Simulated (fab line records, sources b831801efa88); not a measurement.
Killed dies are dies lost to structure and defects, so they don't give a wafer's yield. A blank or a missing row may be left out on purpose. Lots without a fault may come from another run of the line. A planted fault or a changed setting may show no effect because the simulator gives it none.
Which tool did it? | flow gf180mcu | 14 lots, 42 wafers sampled, at 4 steps of a route of 602

WHAT THE GAUGES READ, wafer by wafer
GF_M4_OVL_MEAS_15. Usual: M4_OVL -3 nm, standard deviation 4.6.
lot  | measured     | on         | M4_OVL (nm) | flag
L792 | day 23 18:30 | overlay-01 | -8 -9 -2    |
L794 | day 24 20:54 | overlay-01 | 0 -5 0      |
L795 | day 25 01:14 | overlay-02 | -4 -8 -9    |
L796 | day 25 12:41 | overlay-02 | 0 -5 -7     |
L797 | day 25 16:51 | overlay-01 | -3 -9 -6    |
L798 | day 25 19:59 | overlay-02 | 2 10 6      |
L799 | day 26 00:54 | overlay-01 | -1 0 -3     |
L806 | day 28 12:06 | overlay-01 | -9 -11 -5   |
L808 | day 28 16:13 | overlay-01 | -1 -12 -6   |
L809 | day 29 07:11 | overlay-02 | 0 -4 0      |
L810 | day 29 15:59 | overlay-02 | 2 -8 2      |
L811 | day 29 17:35 | overlay-01 | 1 -4 1      |
L812 | day 30 03:50 | overlay-02 | 6 -5 8      |
L814 | day 30 11:19 | overlay-01 | -1 -4 -2    |

WHICH TOOL RAN EACH LOT (tool, then ch and the chambers of the sampled wafers, then the start)
lot  | GF_DUAL_GATE_CLEAN_14           | GF_V3_SPUTTER_22             | GF_M4_SPUTTER_01
L792 | wet_bench-02 ch 0, day 8 14:52  | pvd_sputter-01, day 22 18:49 | pvd_sputter-02, day 22 19:35
L794 | wet_bench-04 ch 1, day 9 06:52  | pvd_sputter-03, day 23 22:04 | pvd_sputter-04, day 23 22:48
L795 | wet_bench-04 ch 2, day 9 13:46  | pvd_sputter-03, day 24 02:43 | pvd_sputter-01, day 24 03:27
L796 | wet_bench-04 ch 3, day 9 20:28  | pvd_sputter-03, day 24 14:27 | pvd_sputter-02, day 24 15:11
L797 | wet_bench-04 ch 0, day 10 01:45 | pvd_sputter-03, day 24 18:34 | pvd_sputter-02, day 24 19:18
L798 | wet_bench-01 ch 3, day 10 06:18 | pvd_sputter-03, day 24 21:57 | pvd_sputter-02, day 24 22:41
L799 | wet_bench-01 ch 1, day 10 11:40 | pvd_sputter-03, day 25 02:54 | pvd_sputter-04, day 25 03:38
L806 | wet_bench-01 ch 1, day 12 18:37 | pvd_sputter-01, day 27 15:28 | pvd_sputter-02, day 27 16:13
L808 | wet_bench-01 ch 2, day 13 03:50 | pvd_sputter-03, day 27 19:40 | pvd_sputter-01, day 27 20:24
L809 | wet_bench-02 ch 3, day 13 09:52 | pvd_sputter-01, day 28 10:47 | pvd_sputter-02, day 28 11:31
L810 | wet_bench-04 ch 2, day 13 21:49 | pvd_sputter-03, day 28 19:50 | pvd_sputter-01, day 28 20:34
L811 | wet_bench-02 ch 2, day 14 04:04 | pvd_sputter-03, day 28 22:05 | pvd_sputter-02, day 28 22:50
L812 | wet_bench-04 ch 1, day 14 13:14 | pvd_sputter-01, day 29 07:58 | pvd_sputter-02, day 29 09:01
L814 | wet_bench-04 ch 2, day 15 00:04 | pvd_sputter-04, day 29 15:19 | pvd_sputter-02, day 29 16:03
- GF_DUAL_GATE_CLEAN_14: cleans in SC1/SC2, time 150 s.
- GF_V3_SPUTTER_22: material TiN, target thk 10 nm, time 40 s.
- GF_M4_SPUTTER_01: material TiN, target thk 30 nm, time 25 s.

WHAT THE TOOLS THEMSELVES READ (means of the sampled wafers that have a number; where no wafer has one, the mark that the record gives instead)
GF_V3_SPUTTER_22. Usual: chamber_pressure_pa 4.999 Pa, standard deviation 0.0093; throttle_valve_pct 29.8 %, standard deviation 0.62.
lot  | tool           | chamber_pressure_pa (Pa) | throttle_valve_pct (%) | flag
L792 | pvd_sputter-01 | 4.999                    | 29.9                   |
L794 | pvd_sputter-03 | 5.004                    | 29.7                   |
L795 | pvd_sputter-03 | 4.993                    | 29.9                   |
L796 | pvd_sputter-03 | 5.003                    | 29.9                   |
L797 | pvd_sputter-03 | 4.990                    | 29.5                   |
L798 | pvd_sputter-03 | 5.006                    | 29.6                   |
L799 | pvd_sputter-03 | 4.996                    | 29.9                   |
L806 | pvd_sputter-01 | 5.011                    | 30.0                   |
L808 | pvd_sputter-03 | 4.999                    | 29.8                   |
L809 | pvd_sputter-01 | 4.997                    | 30.2                   |
L810 | pvd_sputter-03 | 5.002                    | 30.0                   |
L811 | pvd_sputter-03 | 5.004                    | 30.2                   |
L812 | pvd_sputter-01 | 5.005                    | 29.7                   |
L814 | pvd_sputter-04 | 4.999                    | 29.3                   |

GF_M4_SPUTTER_01. Usual: chamber_pressure_pa 0.4000 Pa, standard deviation 0.0008; throttle_valve_pct 29.9 %, standard deviation 0.88.
lot  | tool           | chamber_pressure_pa (Pa) | throttle_valve_pct (%) | flag
L792 | pvd_sputter-02 | 0.3990                   | 29.6                   |
L794 | pvd_sputter-04 | 0.3999                   | 30.4                   |
L795 | pvd_sputter-01 | 0.4008                   | 29.9                   |
L796 | pvd_sputter-02 | 0.4006                   | 29.9                   |
L797 | pvd_sputter-02 | 0.3995                   | 29.3                   |
L798 | pvd_sputter-02 | 0.3999                   | 29.8                   |
L799 | pvd_sputter-04 | 0.4000                   | 29.4                   |
L806 | pvd_sputter-02 | 0.3997                   | 31.0                   |
L808 | pvd_sputter-01 | 0.3999                   | 29.8                   |
L809 | pvd_sputter-02 | 0.3999                   | 30.1                   |
L810 | pvd_sputter-01 | 0.4003                   | 29.6                   |
L811 | pvd_sputter-02 | 0.4001                   | 30.2                   |
L812 | pvd_sputter-02 | 0.3997                   | 29.5                   |
L814 | pvd_sputter-02 | 0.3996                   | 30.0                   |

THE ANSWER, worked out from the rows above alone
Rule: a lot is off if the mean of its wafers that have a number lies more than 3 standard deviations from the usual mean. A lot without any number at a reading at which 4 lots or more have one is off too. The other lots that the step has rows for count as sound. The gauges are gone through in route order, then the tools' own readings, and for those a lot's mean is taken as printed above. The first step at which some lot is off is used, and at that step the reading that is off furthest; a lot without a number counts as furthest.
No lot is off at any reading shown: from this, nothing can be told.

WHAT THE SIMULATOR HAD PUT IN
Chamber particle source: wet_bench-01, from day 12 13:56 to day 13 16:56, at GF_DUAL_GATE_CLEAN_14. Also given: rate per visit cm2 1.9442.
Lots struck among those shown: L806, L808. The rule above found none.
